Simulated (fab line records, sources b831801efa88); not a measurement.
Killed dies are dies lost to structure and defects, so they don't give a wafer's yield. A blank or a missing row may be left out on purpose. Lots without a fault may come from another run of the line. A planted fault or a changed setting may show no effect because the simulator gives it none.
Chamber matching | flow gf180mcu | GF_V1_CMP_26 on cmp-01: 4 sister chambers
The step polishes, stops on SiO2, t overpolish 15 s, target thk 0 nm. 8 wafers are shown with their chamber, then 8 later ones without.

WAFERS WITH THEIR CHAMBER
wafer  | chamber | motor_current_A (A) | time_to_endpoint_s (s)
L804.6 | 2       | 11.9                | 88
L809.4 | 3       | 10.7                | 80
L811.1 | 3       | 10.9                | 85
L811.3 | 1       | 10.5                | 83
L813.1 | 0       | 10.9                | 79
L813.3 | 2       | 12.9                | 89
L813.6 | 0       | 10.2                | 79
L816.3 | 1       | 10.5                | 78

WAFERS WITHOUT THEIR CHAMBER
wafer  | motor_current_A (A) | time_to_endpoint_s (s)
L816.4 | 10.4                | 77
L816.5 | 12.4                | 87
L820.3 | 10.2                | 79
L820.4 | 10.5                | 84
L820.6 | 10.9                | 77
L824.3 | 10.2                | 86
L824.4 | 10.1                | 81
L824.5 | 10.5                | 85

WHICH CHAMBER EACH WENT THROUGH
wafer  | from the rows above          | in truth
L816.4 | can't be placed: 0 or 1 or 3 | 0
L816.5 | 2                            | 2
L820.3 | can't be placed: 0 or 1 or 3 | 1
L820.4 | can't be placed: 3 or 1 or 0 | 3
L820.6 | can't be placed: 0 or 1 or 3 | 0
L824.3 | can't be placed: 3 or 1 or 0 | 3
L824.4 | can't be placed: 1 or 0 or 3 | 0
L824.5 | can't be placed: 3 or 1 or 0 | 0
Placed correctly: 1 of 8. Can't be placed from these rows: 7 (the true chamber is among the candidates in 7). Placed wrongly: 0.
How it was worked out, from the rows above alone: a wafer's distance from a chamber is the root of the sum, over the readings, of the square of ((its reading less the chamber's mean) divided by the reading's scatter). The wafer belongs to the nearest chamber; if the next one is less than 2 further off, it can't be placed. A chamber's mean is the mean of its shown wafers. The scatter: the root of (the sum of the squares of (reading less its chamber's mean) over the shown wafers, divided by (wafers less chambers)).
